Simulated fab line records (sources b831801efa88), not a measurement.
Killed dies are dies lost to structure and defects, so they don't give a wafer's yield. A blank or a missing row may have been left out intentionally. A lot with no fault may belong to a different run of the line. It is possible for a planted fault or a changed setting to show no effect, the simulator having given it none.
fab line records ; flow sky130 ; part 1 of 2: steps 1 to 31 of 42
[record] lots = 5; wafers = 15; last-day = 50
route steps=708 shown LDD_HVN@270 LDD_HVP@278 LDD_LDN@289 SPACER@304 POLY_CUT@307
lots with no fault: from the same line, run without faults
start-h: start of the lot's first displayed wafer, in hours after the record's first day ; wait-h: hours since the lot's step before ; " unchanged from the row above ; L1.1+2: a row that stands for several wafers ; - either no value or no given start ; * or withheld: withheld ; < > ~ a bound
route shown NAME@n: a module of which the file shows steps, and the number in the route of the first ; usual: mean and standard deviation over wafers with no fault ; same: alike in all rows ; chamber/n: place in a boat ; sites: per-site readings ; _std_site: how widely they spread, as a standard deviation ; _edge_site: inner sites' mean taken away from outer sites' mean ; radius-mm: for every site, how far away it sits from the centre of the wafer ; mask NAME#n: copy n ; behind: tool/chamber where the wafer was last shaped ; hold: why the lot went on hold/how many hours it stayed there/how the hold came to an end ; device: transistor that didn't switch, given as n, p or np ; end of line: the same wafers' tests at the end of the route ; a step without rows: its recipe alone ; killed: the dies lost at the first sort to structure and to defects; this is not the yield of the wafer ; map: per-die view of a wafer (x killed, . not killed, _ where there is no die)
set.NAME: the run value of the setting; set.NAME@STEP: its run value at that earlier step ; model.NAME: the simulator's own value behind a step, which no gauge read
a table for each step, a row for each wafer; lots at some steps of the route
services: the hour from which a tool's chamber was out of use, counted from the record's first day as start-h (under 0 if before that day), plus the number of hours and why
[[steps]]
[step SKY_LDD_HVN_SOFTBAKE_03]
[recipe] temp-c = 90; time-s = 60; resist = NOVOLAK
lot.wafer;tool;chamber;start-h;wait-h
L076.1+2+5;litho-track-01;0;472.83;0.1
L078.1+2+3;litho-track-01;0;486.13;0.1
L081.2+3+6;litho-track-04;0;524.33;0.1
L085.1+3+5;litho-track-01;0;551.78;0.1
L095.2+4+5;litho-track-04;0;628.98;0.1
[step SKY_LDD_HVN_EXPOSE_04]
[recipe] mask-id = HVNTM; na = 0.6; source-shape = conventional; sigma-outer = 0.6; polarization = unpolarized; target-cd-nm = 700; dose-mj = 127
[usual] focus-offset-nm = 0.0/0.54
lot.wafer;tool;chamber;start-h;wait-h;mask;focus-offset-nm
L076.1;iline-stepper-01;0;-;-;HVNTM#0;0.7
L076.2;iline-stepper-01;0;-;-;HVNTM#0;0.8
L076.5;iline-stepper-01;0;-;-;HVNTM#0;-0.2
L078.1;iline-stepper-02;0;-;-;HVNTM#0;0.7
L078.2;iline-stepper-02;0;-;-;HVNTM#0;0.4
L078.3;iline-stepper-02;0;-;-;HVNTM#0;0.3
L081.2;iline-stepper-02;0;-;-;HVNTM#0;0.3
L081.3;iline-stepper-02;0;-;-;HVNTM#0;0.2
L081.6;iline-stepper-02;0;-;-;HVNTM#0;-0.4
L085.1;iline-stepper-01;0;-;-;HVNTM#0;0.6
L085.3;iline-stepper-01;0;-;-;HVNTM#0;1.0
L085.5;iline-stepper-01;0;-;-;HVNTM#0;1.7
L095.2;iline-stepper-01;0;-;-;HVNTM#0;-0.6
L095.4;iline-stepper-01;0;-;-;HVNTM#0;0.0
L095.5;iline-stepper-01;0;-;-;HVNTM#0;-0.2
[step SKY_LDD_HVN_PEB_05]
[recipe] temp-c = withheld; time-s = *; resist = NOVOLAK
lot.wafer;tool;chamber;start-h;wait-h
L076.1+2+5;litho-track-04;0;-;-
L078.1+2+3;litho-track-04;0;-;-
L081.2+3+6;litho-track-01;0;-;-
L085.1+3+5;litho-track-01;0;-;-
L095.2+4+5;litho-track-03;0;-;-
[step SKY_LDD_HVN_DEVELOP_06]
[recipe] resist = NOVOLAK; developer = TMAH; develop-time-s = 60; dev-temp-c = 23
lot.wafer;tool;chamber;start-h;wait-h
L076.1+2+5;litho-track-04;0;487.65;0.1
L078.1+2+3;litho-track-04;0;501.55;0.1
L081.2+3+6;litho-track-01;0;538.86;0.1
L085.1+3+5;litho-track-01;0;566.88;0.1
L095.2+4+5;litho-track-03;0;643.20;0.1
[step SKY_LDD_HVN_OVL_MEAS_07]
[usual] LDD_HVN_OVL = -0.2/1.4
lot.wafer;tool;chamber;start-h;wait-h;LDD_HVN_OVL[nm]
L076.1;overlay-01;-;487.80;0.1;-0.1
L076.2;overlay-01;-;487.80;0.1;-0.3
L076.5;overlay-01;-;487.80;0.1;0.5
L078.1;overlay-02;-;501.70;0.1;0.5
L078.2;overlay-02;-;501.70;0.1;0.0
L078.3;overlay-02;-;501.70;0.1;0.0
L081.2;overlay-01;-;538.99;0.1;-1.3
L081.3;overlay-01;-;538.99;0.1;-2.4
L081.6;overlay-01;-;538.99;0.1;-0.4
L085.1;overlay-01;-;567.03;0.1;-1.7
L085.3;overlay-01;-;567.03;0.1;0.3
L085.5;overlay-01;-;567.03;0.1;-2.6
L095.2;overlay-02;-;643.33;0.1;0.5
L095.4;overlay-02;-;643.33;0.1;-0.6
L095.5;overlay-02;-;643.33;0.1;1.6
[step SKY_LDD_HVN_IMPLANT_08]
[recipe] species = P; energy-kev = 60; dose-cm2 = 3e+13; tilt-deg = 40
[usual] beam-on-s = 10.04/0.19
lot.wafer;tool;chamber;start-h;wait-h;beam-on-s
L076.1;implanter-02;0;487.84;0.0;10.04
L076.2;implanter-02;0;487.84;0.0;10.03
L076.5;implanter-02;0;487.84;0.0;10.04
L078.1;implanter-03;0;501.74;0.0;10.31
L078.2;implanter-03;0;501.74;0.0;10.40
L078.3;implanter-03;0;501.74;0.0;10.04
L081.2;implanter-02;0;539.04;0.0;10.00
L081.3;implanter-02;0;539.04;0.0;9.58
L081.6;implanter-02;0;539.04;0.0;9.97
L085.1;implanter-02;0;567.07;0.0;9.89
L085.3;implanter-02;0;567.07;0.0;10.21
L085.5;implanter-02;0;567.07;0.0;10.03
L095.2;implanter-02;0;643.39;0.0;10.20
L095.4;implanter-02;0;643.39;0.0;9.86
L095.5;implanter-02;0;643.39;0.0;10.14
[step SKY_LDD_HVN_STRIP_09]
[recipe] chemistry = O2/N2; power-w = 1400; pressure-mtorr = 1500; platen-temp-c = withheld; o2-flow-sccm = 3000; n2-flow-sccm = 300; overash-fraction = 0.5
[usual] drypump-motor-current-A = 5.54/0.26; oes-product-au = 0.409/0.0044; strip-time-to-endpoint-s = 4.134/0.015
lot.wafer;tool;chamber;start-h;wait-h;drypump-motor-current-A;oes-product-au;rf-hours-counter-h;strip-time-to-endpoint-s
L076.1;plasma-asher-03;1;487.99;0.1;5.57;0.401;31;4.130
L076.2;plasma-asher-03;0;487.99;0.1;5.48;0.409;31;4.118
L076.5;plasma-asher-03;0;487.99;0.1;5.53;0.412;-;4.144
L078.1;plasma-asher-04;0;501.89;0.1;5.56;0.411;80;4.129
L078.2;plasma-asher-04;1;501.89;0.1;5.12;0.414;80;4.159
L078.3;plasma-asher-04;1;501.89;0.1;5.14;0.410;-;4.143
L081.2;plasma-asher-04;0;539.17;0.1;5.59;0.416;84;4.125
L081.3;plasma-asher-04;1;539.17;0.1;5.11;0.402;-;4.121
L081.6;plasma-asher-04;1;539.17;0.1;5.17;0.407;-;4.130
L085.1;plasma-asher-03;0;567.22;0.1;5.48;0.410;39;4.122
L085.3;plasma-asher-03;1;567.22;0.1;5.58;0.404;-;4.120
L085.5;plasma-asher-03;0;567.22;0.1;5.50;0.414;-;4.130
L095.2;plasma-asher-04;1;643.51;0.1;5.19;0.407;94;4.150
L095.4;plasma-asher-04;1;643.51;0.1;5.13;0.407;-;4.145
L095.5;plasma-asher-04;0;643.51;0.1;5.58;0.409;-;4.182
[step SKY_LDD_HVN_TW_MEAS_10]
[usual] LDD_HVN_TW = 1435/6.5
lot.wafer;tool;chamber;start-h;wait-h;LDD_HVN_TW
L076.1;film-metro-03;-;488.09;0.1;1432
L076.2;film-metro-03;-;488.09;0.1;1433
L076.5;film-metro-03;-;488.09;0.1;1431
L078.1;film-metro-02;-;501.99;0.1;1430
L078.2;film-metro-02;-;501.99;0.1;1434
L078.3;film-metro-02;-;501.99;0.1;1429
L081.2;film-metro-04;-;539.28;0.1;1436
L081.3;film-metro-04;-;539.28;0.1;1444
L081.6;film-metro-04;-;539.28;0.1;1430
L085.1;film-metro-03;-;567.32;0.1;1438
L085.3;film-metro-03;-;567.32;0.1;1453
L085.5;film-metro-03;-;567.32;0.1;1440
L095.2;film-metro-04;-;643.62;0.1;1435
L095.4;film-metro-04;-;643.62;0.1;1444
L095.5;film-metro-04;-;643.62;0.1;1431
[step SKY_LDD_HVP_DEHYDRATE_00]
[recipe] temp-c = 200; time-s = 60
lot.wafer;tool;chamber;start-h;wait-h
L076.1+2+5;litho-track-02;0;503.34;15.2
L078.1+2+3;litho-track-02;0;516.59;14.6
L081.2+3+6;litho-track-01;0;553.81;14.5
L085.1+3+5;litho-track-02;0;581.49;14.2
L095.2+4+5;litho-track-02;0;658.16;14.5
[step SKY_LDD_HVP_HMDS_01]
[recipe] prime-time-s = 60; prime-temp-c = 120
lot.wafer;tool;chamber;start-h;wait-h
L076.1+2+5;litho-track-02;0;503.49;0.1
L078.1+2+3;litho-track-02;0;516.74;0.1
L081.2+3+6;litho-track-01;0;553.96;0.1
L085.1+3+5;litho-track-02;0;581.64;0.1
L095.2+4+5;litho-track-02;0;658.31;0.1
[step SKY_LDD_HVP_COAT_02]
[recipe] resist = NOVOLAK; spin-rpm = 3000; resist-thk-nm = 300
lot.wafer;tool;chamber;start-h;wait-h
L076.1+2+5;litho-track-02;0;503.64;0.1
L078.1+2+3;litho-track-02;0;516.89;0.1
L081.2+3+6;litho-track-01;0;554.11;0.1
L085.1+3+5;litho-track-02;0;581.79;0.1
L095.2+4+5;litho-track-02;0;658.46;0.1
[step SKY_LDD_HVP_SOFTBAKE_03]
[recipe] temp-c = 90; time-s = 60; resist = NOVOLAK
lot.wafer;tool;chamber;start-h;wait-h
L076.1+2+5;litho-track-02;0;503.79;0.1
L078.1+2+3;litho-track-02;0;517.04;0.1
L081.2+3+6;litho-track-01;0;554.26;0.1
L085.1+3+5;litho-track-02;0;581.94;0.1
L095.2+4+5;litho-track-02;0;658.61;0.1
[step SKY_LDD_HVP_EXPOSE_04]
[recipe] mask-id = HVPTM; na = 0.6; source-shape = conventional; sigma-outer = 0.6; polarization = unpolarized; target-cd-nm = 700; dose-mj = 86
[usual] focus-offset-nm = 0.1/0.5
lot.wafer;tool;chamber;start-h;wait-h;mask;focus-offset-nm
L076.1;iline-stepper-02;0;-;-;HVPTM#0;-0.6
L076.2;iline-stepper-02;0;-;-;HVPTM#0;-0.6
L076.5;iline-stepper-02;0;-;-;HVPTM#0;-0.1
L078.1;iline-stepper-02;0;-;-;HVPTM#0;0.9
L078.2;iline-stepper-02;0;-;-;HVPTM#0;0.2
L078.3;iline-stepper-02;0;-;-;HVPTM#0;0.4
L081.2;iline-stepper-01;0;-;-;HVPTM#0;0.6
L081.3;iline-stepper-01;0;-;-;HVPTM#0;0.5
L081.6;iline-stepper-01;0;-;-;HVPTM#0;-0.4
L085.1;iline-stepper-02;0;-;-;HVPTM#0;-0.4
L085.3;iline-stepper-02;0;-;-;HVPTM#0;0.1
L085.5;iline-stepper-02;0;-;-;HVPTM#0;0.0
L095.2;iline-stepper-02;0;-;-;HVPTM#0;0.1
L095.4;iline-stepper-02;0;-;-;HVPTM#0;-0.3
L095.5;iline-stepper-02;0;-;-;HVPTM#0;0.1
[step SKY_LDD_HVP_PEB_05]
[recipe] temp-c = withheld; time-s = *; resist = NOVOLAK
lot.wafer;tool;chamber;start-h;wait-h
L076.1+2+5;litho-track-01;0;-;-
L078.1+2+3;litho-track-03;0;-;-
L081.2+3+6;litho-track-01;0;-;-
L085.1+3+5;litho-track-03;0;-;-
L095.2+4+5;litho-track-02;0;-;-
[step SKY_LDD_HVP_DEVELOP_06]
[recipe] resist = NOVOLAK; developer = TMAH; develop-time-s = 60; dev-temp-c = 23
lot.wafer;tool;chamber;start-h;wait-h
L076.1+2+5;litho-track-01;0;518.78;0.1
L078.1+2+3;litho-track-03;0;532.48;0.1
L081.2+3+6;litho-track-01;0;569.61;0.1
L085.1+3+5;litho-track-03;0;596.13;0.1
L095.2+4+5;litho-track-02;0;672.16;0.1
[step SKY_LDD_HVP_OVL_MEAS_07]
[usual] LDD_HVP_OVL = -0.6/1.4
lot.wafer;tool;chamber;start-h;wait-h;LDD_HVP_OVL[nm]
L076.1;overlay-01;-;518.93;0.1;0.4
L076.2;overlay-01;-;518.93;0.1;1.1
L076.5;overlay-01;-;518.93;0.1;2.1
L078.1;overlay-02;-;532.63;0.1;-0.8
L078.2;overlay-02;-;532.63;0.1;0.5
L078.3;overlay-02;-;532.63;0.1;-1.3
L081.2;overlay-01;-;569.74;0.1;-1.7
L081.3;overlay-01;-;569.74;0.1;-1.2
L081.6;overlay-01;-;569.74;0.1;-1.7
L085.1;overlay-01;-;596.28;0.1;1.7
L085.3;overlay-01;-;596.28;0.1;2.0
L085.5;overlay-01;-;596.28;0.1;0.2
L095.2;overlay-01;-;672.30;0.1;0.6
L095.4;overlay-01;-;672.30;0.1;3.0
L095.5;overlay-01;-;672.30;0.1;-0.3
[step SKY_LDD_HVP_IMPLANT_08]
[recipe] species = B; energy-kev = 20.31; dose-cm2 = 1.7e+13; tilt-deg = 17.9
[usual] beam-on-s = 10.00/0.19
lot.wafer;tool;chamber;start-h;wait-h;beam-on-s
L076.1;implanter-03;0;518.97;0.0;10.34
L076.2;implanter-03;0;518.97;0.0;10.00
L076.5;implanter-03;0;518.97;0.0;10.09
L078.1;implanter-03;0;532.66;0.0;10.35
L078.2;implanter-03;0;532.66;0.0;10.30
L078.3;implanter-03;0;532.66;0.0;10.07
L081.2;implanter-03;0;569.79;0.0;10.07
L081.3;implanter-03;0;569.79;0.0;10.19
L081.6;implanter-03;0;569.79;0.0;10.04
L085.1;implanter-04;0;596.31;0.0;9.72
L085.3;implanter-04;0;596.31;0.0;10.26
L085.5;implanter-04;0;596.31;0.0;10.44
L095.2;implanter-01;0;672.35;0.0;10.01
L095.4;implanter-01;0;672.35;0.0;10.03
L095.5;implanter-01;0;672.35;0.0;10.10
[step SKY_LDD_HVP_STRIP_09]
[recipe] chemistry = O2/N2; power-w = 1400; pressure-mtorr = 1500; platen-temp-c = withheld; o2-flow-sccm = 3000; n2-flow-sccm = 300; overash-fraction = 0.5
[usual] drypump-motor-current-A = 5.7/0.35; oes-product-au = 0.408/0.0041; strip-time-to-endpoint-s = 4.133/0.014
lot.wafer;tool;chamber;start-h;wait-h;drypump-motor-current-A;oes-product-au;rf-hours-counter-h;strip-time-to-endpoint-s
L076.1;plasma-asher-03;0;519.12;0.1;5.5;0.408;34;4.115
L076.2;plasma-asher-03;1;519.12;0.1;5.6;0.406;34;4.159
L076.5;plasma-asher-03;1;519.12;0.1;5.6;0.404;-;4.132
L078.1;plasma-asher-04;1;532.81;0.1;5.1;0.416;83;4.132
L078.2;plasma-asher-04;0;532.81;0.1;5.6;0.401;83;4.148
L078.3;plasma-asher-04;0;532.81;0.1;5.6;0.409;-;4.146
L081.2;plasma-asher-03;1;569.92;0.1;5.6;0.407;39;4.146
L081.3;plasma-asher-03;0;569.92;0.1;5.5;0.406;-;4.146
L081.6;plasma-asher-03;1;569.92;0.1;5.6;0.410;-;4.148
L085.1;plasma-asher-04;1;596.46;0.1;5.1;0.411;90;4.113
L085.3;plasma-asher-04;0;596.46;0.1;5.6;0.412;-;4.125
L085.5;plasma-asher-04;0;596.46;0.1;5.6;0.414;-;4.131
L095.2;plasma-asher-03;0;672.48;0.1;5.5;0.412;49;4.087
L095.4;plasma-asher-03;1;672.48;0.1;5.6;0.404;-;4.125
L095.5;plasma-asher-03;1;672.48;0.1;5.6;0.407;-;4.133
[step SKY_LDD_HVP_TW_MEAS_10]
[usual] LDD_HVP_TW = 458/3.4
lot.wafer;tool;chamber;start-h;wait-h;LDD_HVP_TW
L076.1;film-metro-04;-;519.22;0.1;461
L076.2;film-metro-04;-;519.22;0.1;456
L076.5;film-metro-04;-;519.22;0.1;460
L078.1;film-metro-01;-;532.91;0.1;459
L078.2;film-metro-01;-;532.91;0.1;458
L078.3;film-metro-01;-;532.91;0.1;456
L081.2;film-metro-04;-;570.03;0.1;454
L081.3;film-metro-04;-;570.03;0.1;458
L081.6;film-metro-04;-;570.03;0.1;458
L085.1;film-metro-01;-;596.56;0.1;458
L085.3;film-metro-01;-;596.56;0.1;457
L085.5;film-metro-01;-;596.56;0.1;461
L095.2;film-metro-04;-;672.59;0.1;452
L095.4;film-metro-04;-;672.59;0.1;453
L095.5;film-metro-04;-;672.59;0.1;454
[step SKY_LDD_LDN_DEHYDRATE_00]
[recipe] temp-c = 200; time-s = 60
lot.wafer;tool;chamber;start-h;wait-h
L076.1+2+5;litho-track-01;0;533.43;14.2
L078.1+2+3;litho-track-01;0;547.58;14.7
L081.2+3+6;litho-track-01;0;584.11;14.1
L085.1+3+5;litho-track-04;0;609.90;13.3
L095.2+4+5;litho-track-01;0;686.51;13.9
[step SKY_LDD_LDN_HMDS_01]
[recipe] prime-time-s = 60; prime-temp-c = 120
lot.wafer;tool;chamber;start-h;wait-h
L076.1+2+5;litho-track-01;0;533.58;0.1
L078.1+2+3;litho-track-01;0;547.73;0.1
L081.2+3+6;litho-track-01;0;584.26;0.1
L085.1+3+5;litho-track-04;0;610.05;0.1
L095.2+4+5;litho-track-01;0;686.66;0.1
[step SKY_LDD_LDN_COAT_02]
[recipe] resist = NOVOLAK; spin-rpm = 3000; resist-thk-nm = 1140
lot.wafer;tool;chamber;start-h;wait-h
L076.1+2+5;litho-track-01;0;533.73;0.1
L078.1+2+3;litho-track-01;0;547.88;0.1
L081.2+3+6;litho-track-01;0;584.41;0.1
L085.1+3+5;litho-track-04;0;610.20;0.1
L095.2+4+5;litho-track-01;0;686.81;0.1
[step SKY_LDD_LDN_SOFTBAKE_03]
[recipe] temp-c = 90; time-s = 60; resist = NOVOLAK
lot.wafer;tool;chamber;start-h;wait-h
L076.1+2+5;litho-track-01;0;533.88;0.1
L078.1+2+3;litho-track-01;0;548.03;0.1
L081.2+3+6;litho-track-01;0;584.56;0.1
L085.1+3+5;litho-track-04;0;610.35;0.1
L095.2+4+5;litho-track-01;0;686.96;0.1
[step SKY_LDD_LDN_EXPOSE_04]
[recipe] mask-id = LDNTM; na = 0.6; source-shape = conventional; sigma-outer = 0.6; polarization = unpolarized; target-cd-nm = 700; dose-mj = 140
[usual] focus-offset-nm = 0.0/0.6
lot.wafer;tool;chamber;start-h;wait-h;mask;focus-offset-nm
L076.1;iline-stepper-01;0;-;-;LDNTM#0;0.1
L076.2;iline-stepper-01;0;-;-;LDNTM#0;-0.2
L076.5;iline-stepper-01;0;-;-;LDNTM#0;0.4
L078.1;iline-stepper-02;0;-;-;LDNTM#0;0.5
L078.2;iline-stepper-02;0;-;-;LDNTM#0;-0.6
L078.3;iline-stepper-02;0;-;-;LDNTM#0;-0.5
L081.2;iline-stepper-02;0;-;-;LDNTM#0;0.9
L081.3;iline-stepper-02;0;-;-;LDNTM#0;-0.6
L081.6;iline-stepper-02;0;-;-;LDNTM#0;0.8
L085.1;iline-stepper-02;0;-;-;LDNTM#0;0.1
L085.3;iline-stepper-02;0;-;-;LDNTM#0;-0.4
L085.5;iline-stepper-02;0;-;-;LDNTM#0;-0.9
L095.2;iline-stepper-01;0;-;-;LDNTM#0;0.9
L095.4;iline-stepper-01;0;-;-;LDNTM#0;1.5
L095.5;iline-stepper-01;0;-;-;LDNTM#0;-0.2
[step SKY_LDD_LDN_PEB_05]
[recipe] temp-c = withheld; time-s = *; resist = NOVOLAK
lot.wafer;tool;chamber;start-h;wait-h
L076.1+2+5;litho-track-01;0;-;-
L078.1+2+3;litho-track-02;0;-;-
L081.2+3+6;litho-track-02;0;-;-
L085.1+3+5;litho-track-02;0;-;-
L095.2+4+5;litho-track-01;0;-;-
[step SKY_LDD_LDN_DEVELOP_06]
[recipe] resist = NOVOLAK; developer = TMAH; develop-time-s = 60; dev-temp-c = 23
lot.wafer;tool;chamber;start-h;wait-h
L076.1+2+5;litho-track-01;0;548.93;0.1
L078.1+2+3;litho-track-02;0;563.14;0.1
L081.2+3+6;litho-track-02;0;598.61;0.1
L085.1+3+5;litho-track-02;0;624.59;0.1
L095.2+4+5;litho-track-01;0;701.41;0.1
[step SKY_LDD_LDN_OVL_MEAS_07]
[usual] LDD_LDN_OVL = 0.3/1.3
lot.wafer;tool;chamber;start-h;wait-h;LDD_LDN_OVL[nm]
L076.1;overlay-02;-;549.08;0.1;-1.6
L076.2;overlay-02;-;549.08;0.1;-1.8
L076.5;overlay-02;-;549.08;0.1;-0.5
L078.1;overlay-02;-;563.29;0.1;-1.7
L078.2;overlay-02;-;563.29;0.1;-1.6
L078.3;overlay-02;-;563.29;0.1;0.4
L081.2;overlay-02;-;598.75;0.1;0.8
L081.3;overlay-02;-;598.75;0.1;-0.7
L081.6;overlay-02;-;598.75;0.1;1.2
L085.1;overlay-01;-;624.74;0.1;0.5
L085.3;overlay-01;-;624.74;0.1;0.1
L085.5;overlay-01;-;624.74;0.1;-0.1
L095.2;overlay-01;-;701.54;0.1;0.3
L095.4;overlay-01;-;701.54;0.1;-0.4
L095.5;overlay-01;-;701.54;0.1;-0.2
[step SKY_LDD_LDN_IMPLANT_08]
[recipe] species = As; energy-kev = 15; dose-cm2 = 1.25e+13; tilt-deg = withheld; rotation-deg = 23
[usual] beam-on-s = 10.00/0.2; rotation-deg = 23.004/0.019
lot.wafer;tool;chamber;start-h;wait-h;beam-on-s;rotation-deg
L076.1;implanter-02;0;549.12;0.0;9.69;22.995
L076.2;implanter-02;0;549.12;0.0;9.87;23.007
L076.5;implanter-02;0;549.12;0.0;10.03;23.010
L078.1;implanter-04;0;563.33;0.0;9.83;23.019
L078.2;implanter-04;0;563.33;0.0;9.96;22.990
L078.3;implanter-04;0;563.33;0.0;10.41;22.982
L081.2;implanter-03;0;598.80;0.0;10.10;23.021
L081.3;implanter-03;0;598.80;0.0;10.05;22.993
L081.6;implanter-03;0;598.80;0.0;10.31;22.983
L085.1;implanter-04;0;624.78;0.0;9.66;23.029
L085.3;implanter-04;0;624.78;0.0;9.96;23.041
L085.5;implanter-04;0;624.78;0.0;9.49;23.049
L095.2;implanter-04;0;701.59;0.0;9.94;23.013
L095.4;implanter-04;0;701.59;0.0;10.09;22.991
L095.5;implanter-04;0;701.59;0.0;9.97;22.987
[step SKY_LDD_LDN_IMPLANT_09]
[recipe] species = As; energy-kev = 15; dose-cm2 = 1.25e+13; tilt-deg = withheld; rotation-deg = 113
[usual] beam-on-s = 10.02/0.21; rotation-deg = 113.00/0.031
lot.wafer;tool;chamber;start-h;wait-h;beam-on-s;rotation-deg
L076.1;implanter-02;0;549.27;0.1;9.98;112.94
L076.2;implanter-02;0;549.27;0.1;10.03;112.97
L076.5;implanter-02;0;549.27;0.1;9.95;113.01
L078.1;implanter-04;0;563.48;0.1;9.69;113.00
L078.2;implanter-04;0;563.48;0.1;10.24;112.96
L078.3;implanter-04;0;563.48;0.1;9.88;113.00
L081.2;implanter-03;0;598.95;0.1;9.79;113.02
L081.3;implanter-03;0;598.95;0.1;10.01;113.02
L081.6;implanter-03;0;598.95;0.1;9.37;113.05
L085.1;implanter-04;0;624.93;0.1;9.92;112.95
L085.3;implanter-04;0;624.93;0.1;10.31;112.95
L085.5;implanter-04;0;624.93;0.1;9.84;112.98
L095.2;implanter-04;0;701.74;0.1;10.43;113.00
L095.4;implanter-04;0;701.74;0.1;10.52;113.03
L095.5;implanter-04;0;701.74;0.1;9.84;113.02
[step SKY_LDD_LDN_IMPLANT_10]
[recipe] species = As; energy-kev = 15; dose-cm2 = 1.25e+13; tilt-deg = withheld; rotation-deg = 203
[usual] beam-on-s = 9.96/0.18; rotation-deg = 203.01/0.046
lot.wafer;tool;chamber;start-h;wait-h;beam-on-s;rotation-deg
L076.1;implanter-02;0;549.42;0.1;10.06;202.99
L076.2;implanter-02;0;549.42;0.1;9.73;203.04
L076.5;implanter-02;0;549.42;0.1;9.61;202.96
L078.1;implanter-04;0;563.63;0.1;9.89;203.03
L078.2;implanter-04;0;563.63;0.1;9.80;203.03
L078.3;implanter-04;0;563.63;0.1;9.70;202.98
L081.2;implanter-03;0;599.10;0.1;10.15;203.04
L081.3;implanter-03;0;599.10;0.1;9.92;203.03
L081.6;implanter-03;0;599.10;0.1;10.09;203.09
L085.1;implanter-04;0;625.08;0.1;9.81;202.99
L085.3;implanter-04;0;625.08;0.1;10.21;202.94
L085.5;implanter-04;0;625.08;0.1;9.89;203.00
L095.2;implanter-04;0;701.89;0.1;9.93;202.94
L095.4;implanter-04;0;701.89;0.1;9.76;203.00
L095.5;implanter-04;0;701.89;0.1;10.01;203.04
[step SKY_LDD_LDN_IMPLANT_11]
[recipe] species = As; energy-kev = 15; dose-cm2 = 1.25e+13; tilt-deg = withheld; rotation-deg = 293
[usual] beam-on-s = 10.00/0.19; rotation-deg = 293.01/0.069
lot.wafer;tool;chamber;start-h;wait-h;beam-on-s;rotation-deg
L076.1;implanter-02;0;549.57;0.1;9.93;293.11
L076.2;implanter-02;0;549.57;0.1;10.08;293.05
L076.5;implanter-02;0;549.57;0.1;10.31;292.98
L078.1;implanter-04;0;563.78;0.1;10.18;292.90
L078.2;implanter-04;0;563.78;0.1;9.99;293.07
L078.3;implanter-04;0;563.78;0.1;10.03;292.98
L081.2;implanter-03;0;599.25;0.1;10.01;292.99
L081.3;implanter-03;0;599.25;0.1;10.03;293.08
L081.6;implanter-03;0;599.25;0.1;9.98;292.98
L085.1;implanter-04;0;625.23;0.1;9.96;293.11
L085.3;implanter-04;0;625.23;0.1;10.21;293.01
L085.5;implanter-04;0;625.23;0.1;9.74;292.91
L095.2;implanter-04;0;702.04;0.1;10.21;293.07
L095.4;implanter-04;0;702.04;0.1;9.90;293.01
L095.5;implanter-04;0;702.04;0.1;9.85;293.00
